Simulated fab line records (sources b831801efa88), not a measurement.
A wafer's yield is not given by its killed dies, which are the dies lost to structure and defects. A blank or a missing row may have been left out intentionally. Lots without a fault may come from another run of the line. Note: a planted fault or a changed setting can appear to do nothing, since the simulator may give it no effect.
fab line records ; flow sky130
record: lots: 11; wafers: 33; last_day: 50
route steps=708 shown CONTACT@429 METAL1@454 VIA1@458 PAD_OPEN@708
lots that met no fault: taken from a fault-free run of the same line
start_h: start of the lot's first displayed wafer, in hours after the record's first day ; wait_h: time in hours since the lot's previous step ; " as in the row above ; L1.1+2: one row covering several wafers at once ; - no value, or no start given ; * or withheld: withheld ; < > ~ a bound
route shown NAME@n: NAME is a module with steps in the file, n the number in the route of the first one ; usual: mean/standard deviation of fault-free wafers ; same: alike in all rows ; chamber/n: place in a boat ; sites: the reading at each site ; _std_site: standard deviation of those values ; _edge_site: the outer-site mean with the inner-site mean subtracted ; radius_mm: how far each site lies from the wafer's centre ; mask NAME#n: copy n ; behind: the most recent tool/chamber to have shaped the wafer ; hold: why the lot was held/for how many hours/how that ended ; device: transistor that didn't switch, given as n, p or np ; end of line: tests run on the same wafers once the route is complete ; for a step that has no rows: nothing shown but its recipe ; killed: dies that structure and defects cost at the first sort, which is not the same as the wafer's yield ; map: a wafer's dies, marking killed ones x, the rest . and places with no die _
set.NAME: setting as actually run; set.NAME@STEP: the setting as run at that earlier step ; model.NAME: the simulator's own value behind a step, which no gauge read
the route's steps for a sample of lots (tables are steps, rows are wafers)
services: when a tool's chamber went out of use (start_h, in hours from the record's first day, below 0 if earlier), for how many hours, and the reason
== steps ==
step: SKY_CONTACT_SPUTTER_23
recipe: material: TiN; target_thk_nm: 20; chamber_pressure_pa: 5; power_w: 4000; time_s: 80
usual: throttle_valve_pct: 30.1/0.96
lot.wafer;tool;chamber;start_h;wait_h;throttle_valve_pct
L366.3;pvd_sputter-03;-;735.52;0.0;29.0
L366.4;pvd_sputter-03;-;735.52;0.0;30.8
L366.5;pvd_sputter-03;-;735.52;0.0;29.0
L368.1;pvd_sputter-01;-;748.49;0.0;30.4
L368.3;pvd_sputter-01;-;748.49;0.0;29.2
L368.6;pvd_sputter-01;-;748.49;0.0;29.4
L372.1;pvd_sputter-02;-;792.47;0.0;28.6
L372.3;pvd_sputter-02;-;792.47;0.0;30.2
L372.6;pvd_sputter-02;-;792.47;0.0;29.3
L373.2;pvd_sputter-02;-;802.80;0.0;29.4
L373.4;pvd_sputter-02;-;802.80;0.0;31.2
L373.6;pvd_sputter-02;-;802.80;0.0;31.5
L375.1;pvd_sputter-02;-;820.08;0.0;31.1
L375.3;pvd_sputter-02;-;820.08;0.0;30.4
L375.6;pvd_sputter-02;-;820.08;0.0;31.3
L376.2;pvd_sputter-03;-;822.65;0.0;28.8
L376.4;pvd_sputter-03;-;822.65;0.0;30.0
L376.5;pvd_sputter-03;-;822.65;0.0;28.6
L380.1;pvd_sputter-02;-;851.57;0.0;29.2
L380.2;pvd_sputter-02;-;851.57;0.0;30.2
L380.3;pvd_sputter-02;-;851.57;0.0;31.7
L381.2;pvd_sputter-02;-;853.74;0.0;31.2
L381.4;pvd_sputter-02;-;853.74;0.0;28.6
L381.6;pvd_sputter-02;-;853.74;0.0;31.3
L384.1;pvd_sputter-03;-;873.92;0.0;28.8
L384.5;pvd_sputter-03;-;873.92;0.0;28.9
L384.6;pvd_sputter-03;-;873.92;0.0;31.0
L385.1;pvd_sputter-01;-;878.47;0.0;30.6
L385.4;pvd_sputter-01;-;878.47;0.0;30.9
L385.5;pvd_sputter-01;-;878.47;0.0;29.2
L389.4;pvd_sputter-01;-;918.41;0.0;31.0
L389.5;pvd_sputter-01;-;918.41;0.0;30.7
L389.6;pvd_sputter-01;-;918.41;0.0;29.2
step: SKY_CONTACT_RS_MEAS_25
recipe: thk_meas_gauge: four-point-probe; reads: W_of_CONTACT_CVD_24+TiN_of_CONTACT_SPUTTER_23
usual: CONTACT_W_RS: 0.334/0.0054
lot.wafer;tool;chamber;start_h;wait_h;CONTACT_W_RS[ohm/sq]
L366.3;film_metro-02;-;735.73;0.1;0.348
L366.4;film_metro-02;-;735.73;0.1;0.338
L366.5;film_metro-02;-;735.73;0.1;0.337
L368.1;film_metro-02;-;748.66;0.1;0.342
L368.3;film_metro-02;-;748.66;0.1;0.331
L368.6;film_metro-02;-;748.66;0.1;0.325
L372.1;film_metro-02;-;792.64;0.1;0.332
L372.3;film_metro-02;-;792.64;0.1;0.338
L372.6;film_metro-02;-;792.64;0.1;0.331
L373.2;film_metro-03;-;802.99;0.1;0.333
L373.4;film_metro-03;-;802.99;0.1;0.336
L373.6;film_metro-03;-;802.99;0.1;0.337
L375.1;film_metro-02;-;820.26;0.1;0.325
L375.3;film_metro-02;-;820.26;0.1;0.335
L375.6;film_metro-02;-;820.26;0.1;0.323
L376.2;film_metro-01;-;822.84;0.1;0.338
L376.4;film_metro-01;-;822.84;0.1;0.338
L376.5;film_metro-01;-;822.84;0.1;0.331
L380.1;film_metro-03;-;851.74;0.1;0.336
L380.2;film_metro-03;-;851.74;0.1;0.330
L380.3;film_metro-03;-;851.74;0.1;0.329
L381.2;film_metro-01;-;853.93;0.1;0.332
L381.4;film_metro-01;-;853.93;0.1;0.327
L381.6;film_metro-01;-;853.93;0.1;0.328
L384.1;film_metro-01;-;874.09;0.1;0.336
L384.5;film_metro-01;-;874.09;0.1;0.337
L384.6;film_metro-01;-;874.09;0.1;0.328
L385.1;film_metro-02;-;878.64;0.1;0.339
L385.4;film_metro-02;-;878.64;0.1;0.340
L385.5;film_metro-02;-;878.64;0.1;0.336
L389.4;film_metro-03;-;918.64;0.1;0.329
L389.5;film_metro-03;-;918.64;0.1;0.327
L389.6;film_metro-03;-;918.64;0.1;0.344
step: SKY_METAL1_STRIP_20
recipe: chemistry: O2/N2; power_w: 1400; pressure_mtorr: 1500; platen_temp_c: withheld; o2_flow_sccm: 3000; n2_flow_sccm: 300; overash_fraction: 0.5
usual: drypump_motor_current_A: 5.6/0.32; oes_product_au: 0.344/0.005; strip_time_to_endpoint_s: 2.73/0.046
same: overash_fraction: 0.5
lot.wafer;tool;chamber;start_h;wait_h;drypump_motor_current_A;oes_product_au;rf_hours_counter_h;strip_time_to_endpoint_s
L366.3;plasma_asher-04;1;763.78;0.1;5.6;0.348;-;2.63
L366.4;plasma_asher-04;0;763.78;0.1;5.3;0.343;-;2.77
L366.5;plasma_asher-04;0;763.78;0.1;5.3;0.342;-;2.63
L368.1;plasma_asher-01;1;776.55;0.1;5.2;0.342;62;2.72
L368.3;plasma_asher-01;0;776.55;0.1;5.5;0.355;-;2.72
L368.6;plasma_asher-01;0;776.55;0.1;5.5;0.349;-;2.70
L372.1;plasma_asher-02;0;819.38;0.1;6.0;0.348;106;2.75
L372.3;plasma_asher-02;1;819.38;0.1;6.1;0.342;-;2.73
L372.6;plasma_asher-02;0;819.38;0.1;6.0;0.354;-;2.75
L373.2;plasma_asher-04;1;830.38;0.1;5.6;0.341;39;2.78
L373.4;plasma_asher-04;1;830.38;0.1;5.6;0.347;-;2.79
L373.6;plasma_asher-04;1;830.38;0.1;5.6;0.348;-;2.77
L375.1;plasma_asher-02;1;848.00;0.1;6.1;0.342;109;2.77
L375.3;plasma_asher-02;0;848.00;0.1;6.0;0.345;-;2.80
L375.6;plasma_asher-02;0;848.00;0.1;5.9;0.348;-;2.79
L376.2;plasma_asher-04;1;849.58;0.1;5.6;0.351;41;2.78
L376.4;plasma_asher-04;1;849.58;0.1;5.6;0.342;-;2.67
L376.5;plasma_asher-04;0;849.58;0.1;5.3;0.344;-;2.80
L380.1;plasma_asher-04;0;878.80;0.1;5.3;0.348;44;2.76
L380.2;plasma_asher-04;1;878.80;0.1;5.6;0.350;44;2.75
L380.3;plasma_asher-04;1;878.80;0.1;5.6;0.342;-;2.72
L381.2;plasma_asher-04;1;880.60;0.1;5.6;0.350;44;2.69
L381.4;plasma_asher-04;1;880.60;0.1;5.6;0.346;-;2.77
L381.6;plasma_asher-04;1;880.60;0.1;5.6;0.334;-;2.67
L384.1;plasma_asher-02;0;901.13;0.1;6.0;0.343;114;2.67
L384.5;plasma_asher-02;1;901.13;0.1;6.1;0.339;-;2.79
L384.6;plasma_asher-02;0;901.13;0.1;6.0;0.350;-;2.69
L385.1;plasma_asher-04;0;905.33;0.1;5.3;0.345;47;2.80
L385.4;plasma_asher-04;1;905.33;0.1;5.6;0.350;-;2.80
L385.5;plasma_asher-04;1;905.33;0.1;5.6;0.347;-;2.77
L389.4;plasma_asher-01;0;943.61;0.1;5.5;0.344;-;2.76
L389.5;plasma_asher-01;1;943.61;0.1;5.2;0.331;-;2.64
L389.6;plasma_asher-01;0;943.61;0.1;5.5;0.340;-;2.72
step: SKY_VIA1_HDPCVD_00
recipe: material: SiO2; target_thk_nm: 1030; sigma_open_frac: 0.3; time_s: 171.7; temp_c: 400; sih4_flow_sccm: 60; pressure_mtorr: 6
usual: run_length_s: 199.8/0.32; sih4_flow_sccm: 59.99/0.17
lot.wafer;tool;chamber;start_h;wait_h;run_length_s;sih4_flow_sccm
L366.3;hdpcvd-01;2;764.34;0.0;199.2;59.73
L366.4;hdpcvd-01;2;764.34;0.0;199.3;59.89
L366.5;hdpcvd-01;1;764.34;0.0;199.5;59.91
L368.1;hdpcvd-02;1;777.14;0.0;199.7;60.30
L368.3;hdpcvd-02;2;777.14;0.0;200.4;60.11
L368.6;hdpcvd-02;1;777.14;0.0;199.9;60.05
L372.1;hdpcvd-02;2;820.67;0.0;200.1;59.94
L372.3;hdpcvd-02;1;820.67;0.0;199.6;60.02
L372.6;hdpcvd-02;0;820.67;0.0;199.5;60.05
L373.2;hdpcvd-01;1;831.33;0.0;199.5;59.63
L373.4;hdpcvd-01;0;831.33;0.0;200.0;60.37
L373.6;hdpcvd-01;2;831.33;0.0;199.4;59.65
L375.1;hdpcvd-02;0;848.59;0.0;199.5;60.07
L375.3;hdpcvd-02;2;848.59;0.0;199.5;60.34
L375.6;hdpcvd-02;0;848.59;0.0;199.5;59.90
L376.2;hdpcvd-01;1;850.17;0.0;200.2;60.09
L376.4;hdpcvd-01;0;850.17;0.0;200.5;59.86
L376.5;hdpcvd-01;1;850.17;0.0;199.5;59.82
L380.1;hdpcvd-02;1;879.39;0.0;222.2;60.26
L380.2;hdpcvd-02;0;879.39;0.0;222.3;60.02
L380.3;hdpcvd-02;2;879.39;0.0;222.3;60.24
L381.2;hdpcvd-02;1;881.19;0.0;222.3;59.62
L381.4;hdpcvd-02;0;881.19;0.0;222.2;59.91
L381.6;hdpcvd-02;1;881.19;0.0;222.0;59.90
L384.1;hdpcvd-01;2;901.74;0.0;200.0;59.80
L384.5;hdpcvd-01;0;901.74;0.0;200.0;59.96
L384.6;hdpcvd-01;2;901.74;0.0;199.3;59.96
L385.1;hdpcvd-01;0;905.93;0.0;199.5;60.08
L385.4;hdpcvd-01;1;905.93;0.0;199.8;59.94
L385.5;hdpcvd-01;2;905.93;0.0;200.2;60.16
L389.4;hdpcvd-01;2;944.23;0.1;199.5;60.13
L389.5;hdpcvd-01;0;944.23;0.1;200.0;60.31
L389.6;hdpcvd-01;2;944.23;0.1;199.3;60.12
step: SKY_VIA1_THK_MEAS_01
recipe: reads: SiO2_of_VIA1_HDPCVD_00
usual: VIA1_HDPCVD_THK: 1029/11
lot.wafer;tool;chamber;start_h;wait_h;VIA1_HDPCVD_THK[nm]
L366.3;film_metro-02;-;764.47;0.1;1033
L366.4;film_metro-02;-;764.47;0.1;1020
L366.5;film_metro-02;-;764.47;0.1;1006
L368.1;film_metro-04;-;777.26;0.1;1021
L368.3;film_metro-04;-;777.26;0.1;1016
L368.6;film_metro-04;-;777.26;0.1;1021
L372.1;film_metro-02;-;820.78;0.1;1029
L372.3;film_metro-02;-;820.78;0.1;1010
L372.6;film_metro-02;-;820.78;0.1;1029
L373.2;film_metro-02;-;831.46;0.1;1021
L373.4;film_metro-02;-;831.46;0.1;1032
L373.6;film_metro-02;-;831.46;0.1;1028
L375.1;film_metro-04;-;848.70;0.1;1052
L375.3;film_metro-04;-;848.70;0.1;1033
L375.6;film_metro-04;-;848.70;0.1;1039
L376.2;film_metro-02;-;850.29;0.1;1017
L376.4;film_metro-02;-;850.29;0.1;1027
L376.5;film_metro-02;-;850.29;0.1;1013
L380.1;film_metro-03;-;879.50;0.1;1152
L380.2;film_metro-03;-;879.50;0.1;1171
L380.3;film_metro-03;-;879.50;0.1;1154
L381.2;film_metro-02;-;881.31;0.1;1158
L381.4;film_metro-02;-;881.31;0.1;1174
L381.6;film_metro-02;-;881.31;0.1;1169
L384.1;film_metro-02;-;901.85;0.1;1020
L384.5;film_metro-02;-;901.85;0.1;1016
L384.6;film_metro-02;-;901.85;0.1;1022
L385.1;film_metro-03;-;906.04;0.1;1020
L385.4;film_metro-03;-;906.04;0.1;1015
L385.5;film_metro-03;-;906.04;0.1;1025
L389.4;film_metro-02;-;944.37;0.1;1044
L389.5;film_metro-02;-;944.37;0.1;1034
L389.6;film_metro-02;-;944.37;0.1;1046
step: SKY_PAD_OPEN_PROBE_99
usual: defect_limited_yield: 81.8/2; killed_at_M0_to_M3: 44/7.5; killed_at_M4_up: 3.3/1.8; killed_at_contacts: 25/5.9; killed_at_front_end: 16/4.7; killed_at_other: 0.3/0.52; killed_dies: 89/9.9; killed_open: 49/7.8; killed_short: 40/5.8; sort_bin_3_pad_short: 0.9/0.43; sort_bin_5_function: 10.8/1.5; sort_bin_6_memory: 6.4/1.1; sort_n_pass: 403/9.9; sort_yield_pct: 81.8/2
same: gross_dies: 492; killed_at_back_side: 0; sort_bin_4_leakage[%]: 0; sort_bin_8_speed[%]: 0
lot.wafer;tool;chamber;start_h;wait_h;defect_limited_yield[%];killed_at_M0_to_M3;killed_at_M4_up;killed_at_contacts;killed_at_front_end;killed_at_other;killed_dies;killed_open;killed_short;sort_bin_3_pad_short[%];sort_bin_5_function[%];sort_bin_6_memory[%];sort_n_pass;sort_yield_pct[%]
L368.1;prober-01;-;1083.38;0.1;86.2;27;3;17;21;0;68;36;32;0;9.3;4.5;424;86.2
L368.3;prober-01;-;1083.48;0.2;80.7;46;2;27;20;0;95;52;43;0.8;12.0;6.5;397;80.7
L368.6;prober-01;-;1083.63;0.2;79.3;49;4;29;20;0;102;56;45;0.8;13.6;6.3;390;79.3
L376.2;prober-02;-;1141.86;0.1;81.1;41;3;37;12;0;93;54;39;0.6;10.2;8.1;399;81.1
L376.4;prober-02;-;1141.96;0.2;82.5;49;1;22;14;0;86;44;42;1.2;10.6;5.7;406;82.5
L376.5;prober-02;-;1142.01;0.2;79.9;44;2;36;17;0;99;59;40;0.6;10.8;8.7;393;79.9
L380.1;prober-01;-;1162.79;0.1;82.3;47;4;22;14;0;87;37;50;1.6;9.1;6.9;405;82.3
L380.2;prober-01;-;1162.84;0.1;78.3;43;1;26;36;1;107;62;45;2.0;13.0;6.7;385;78.3
L380.3;prober-01;-;1162.89;0.2;80.3;55;5;21;16;0;97;55;42;1.0;11.2;7.5;395;80.3
L381.2;prober-02;-;1163.16;0.1;82.5;42;8;22;14;0;86;45;41;1.6;10.2;5.7;406;82.5
L381.4;prober-02;-;1163.26;0.2;82.3;38;5;26;18;0;87;46;41;0.8;11.4;5.5;405;82.3
L381.6;prober-02;-;1163.36;0.2;80.1;52;5;20;21;0;98;51;47;1.2;12.6;6.1;394;80.1
L384.1;prober-01;-;1176.64;0.1;82.5;50;4;18;14;0;86;51;35;0.2;11.6;5.7;406;82.5
L384.5;prober-01;-;1176.84;0.2;84.6;36;8;18;14;0;76;38;38;0.4;8.9;6.1;416;84.6
L384.6;prober-01;-;1176.89;0.2;84.6;49;2;17;8;0;76;47;29;0.6;9.1;5.7;416;84.6
killed by level:class
L368.1 FIELD_ISO:geometric_particle:short=8 POLY_GATE:geometric_particle:open=6 LI_CONTACT:geometric_particle:open=6 VIA1:geometric_particle:open=6 LOCAL_INTERCONNECT:geometric_particle:short=5 VIA2:geometric_particle:short=5 FIELD_ISO:geometric_particle:open=4 VIA3:geometric_particle:open=4
L368.3 VIA2:geometric_particle:open=10 CONTACT:geometric_particle:open=9 VIA1:geometric_particle:open=9 LI_CONTACT:geometric_particle:open=7 LI_CONTACT:geometric_particle:short=7 VIA1:geometric_particle:short=6 POLY_GATE:geometric_particle:short=5 VIA3:geometric_particle:open=5
L368.6 CONTACT:geometric_particle:open=10 VIA2:geometric_particle:open=9 VIA3:geometric_particle:open=8 FIELD_ISO:geometric_particle:open=7 LI_CONTACT:geometric_particle:open=7 METAL2:geometric_particle:short=7 VIA1:geometric_particle:open=7 METAL3:geometric_particle:short=6
L376.2 CONTACT:geometric_particle:open=12 LI_CONTACT:geometric_particle:open=11 CONTACT:geometric_particle:short=9 VIA1:geometric_particle:open=9 VIA3:geometric_particle:open=7 POLY_GATE:geometric_particle:open=6 LOCAL_INTERCONNECT:geometric_particle:short=4 VIA2:geometric_particle:open=4
L376.4 VIA1:geometric_particle:open=13 CONTACT:geometric_particle:open=8 LI_CONTACT:geometric_particle:open=7 VIA1:geometric_particle:short=7 METAL2:geometric_particle:short=6 VIA3:geometric_particle:open=5 POLY_GATE:geometric_particle:short=4 VIA3:geometric_particle:short=4
L376.5 CONTACT:geometric_particle:open=13 VIA1:geometric_particle:open=13 LI_CONTACT:geometric_particle:open=7 LOCAL_INTERCONNECT:geometric_particle:short=7 VIA3:geometric_particle:open=7 POLY_GATE:geometric_particle:short=5 LI_CONTACT:geometric_particle:short=5 FIELD_ISO:geometric_particle:open=4
L380.1 VIA1:geometric_particle:open=9 METAL2:geometric_particle:short=9 VIA1:geometric_particle:short=8 CONTACT:geometric_particle:open=7 VIA2:geometric_particle:short=6 LI_CONTACT:geometric_particle:open=5 LOCAL_INTERCONNECT:geometric_particle:short=5 FIELD_ISO:geometric_particle:open=4
L380.2 CONTACT:geometric_particle:open=12 VIA1:geometric_particle:open=9 FIELD_ISO:geometric_particle:open=8 POLY_GATE:geometric_particle:open=8 POLY_GATE:geometric_particle:short=7 LI_CONTACT:geometric_particle:open=6 VIA2:geometric_particle:open=6 METAL1:geometric_particle:short=5
L380.3 VIA1:geometric_particle:open=15 VIA1:geometric_particle:short=9 POLY_GATE:geometric_particle:open=7 LI_CONTACT:geometric_particle:open=7 CONTACT:geometric_particle:open=7 METAL2:geometric_particle:short=7 VIA2:geometric_particle:short=6 VIA3:geometric_particle:open=6
L381.2 VIA1:geometric_particle:open=9 CONTACT:geometric_particle:open=8 METAL4:geometric_particle:short=7 VIA2:geometric_particle:open=7 LI_CONTACT:geometric_particle:open=6 METAL3:geometric_particle:short=5 VIA1:geometric_particle:short=4 METAL2:geometric_particle:short=4
L381.4 LI_CONTACT:geometric_particle:open=8 VIA1:geometric_particle:open=8 VIA3:geometric_particle:open=7 CONTACT:geometric_particle:open=6 FIELD_ISO:geometric_particle:short=5 LOCAL_INTERCONNECT:geometric_particle:short=5 CONTACT:geometric_particle:short=5 METAL3:geometric_particle:short=5
L381.6 VIA1:geometric_particle:open=11 VIA2:geometric_particle:short=7 LI_CONTACT:geometric_particle:open=6 CONTACT:geometric_particle:open=6 METAL1:geometric_particle:short=6 POLY_GATE:geometric_particle:short=5 METAL2:geometric_particle:short=5 VIA3:geometric_particle:open=5
L384.1 VIA1:geometric_particle:open=17 VIA2:geometric_particle:open=9 CONTACT:geometric_particle:open=6 METAL2:geometric_particle:short=5 LI_CONTACT:geometric_particle:short=4 VIA1:geometric_particle:short=4 POLY_GATE:geometric_particle:open=3 LI_CONTACT:geometric_particle:open=3
L384.5 LI_CONTACT:geometric_particle:open=7 METAL1:geometric_particle:short=7 VIA2:geometric_particle:open=7 METAL4:geometric_particle:short=7 POLY_GATE:geometric_particle:short=6 VIA3:geometric_particle:open=6 POLY_GATE:geometric_particle:open=4 LOCAL_INTERCONNECT:geometric_particle:short=4
L384.6 VIA1:geometric_particle:open=12 VIA2:geometric_particle:open=10 LI_CONTACT:geometric_particle:open=7 VIA3:geometric_particle:open=6 VIA1:geometric_particle:short=5 METAL2:geometric_particle:short=5 POLY_GATE:geometric_particle:open=4 CONTACT:geometric_particle:open=4
== services ==
tool;chamber;start_h;hours;kind
hdpcvd-02;1;711.92;16.8;repair
hdpcvd-02;0;727.58;20.1;repair
pvd_sputter-02;-;747.81;3.5;repair
plasma_asher-02;-;757.55;0.7;repair
pvd_sputter-03;-;783.83;1.1;repair
plasma_asher-01;-;810.50;2.8;pm
pvd_sputter-02;-;810.81;4.5;repair
pvd_sputter-03;-;830.00;3.5;repair
pvd_sputter-01;0;835.51;-;consumable_replace:kit
pvd_sputter-01;0;835.51;18.0;scheduled_down
pvd_sputter-01;0;835.51;18.0;vent_cycle
pvd_sputter-02;-;845.70;5.3;repair
hdpcvd-01;-;872.91;1.5;repair
pvd_sputter-02;-;882.27;3.4;repair
hdpcvd-02;-;902.89;2.1;repair
hdpcvd-02;-;912.21;6.0;pm
plasma_asher-02;-;913.48;23.6;repair
pvd_sputter-03;0;927.54;-;consumable_replace:kit
pvd_sputter-03;0;927.54;18.0;scheduled_down
pvd_sputter-03;0;927.54;18.0;vent_cycle
hdpcvd-02;-;930.42;2.8;pm
hdpcvd-01;1;932.10;15.7;repair
pvd_sputter-02;-;933.33;1.2;repair
pvd_sputter-02;-;935.67;5.1;repair
== key ==
first_sign: step: SKY_VIA1_HDPCVD_00; reading: run_length_s; direction: up; sigmas: 70; usual: *; struck: *
effect: step: SKY_VIA1_THK_MEAS_01; reading: VIA1_HDPCVD_THK; direction: up; sigmas: 12; usual: 1029; struck: 1163
met_at SKY_VIA1_HDPCVD_00
struck_lots L380,L381
not_acting_at SKY_CONTACT_SPUTTER_23,SKY_CONTACT_RS_MEAS_25,SKY_METAL1_STRIP_20
onset_between 848.59 879.39
fault: kind: process_parameter_drift; tool: hdpcvd-02; chamber: -; onset_h: 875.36; steps: SKY_VIA1_HDPCVD_00; channel: time_s; offset: *; shape: step; end_h: 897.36; acts_in: *; stated: *
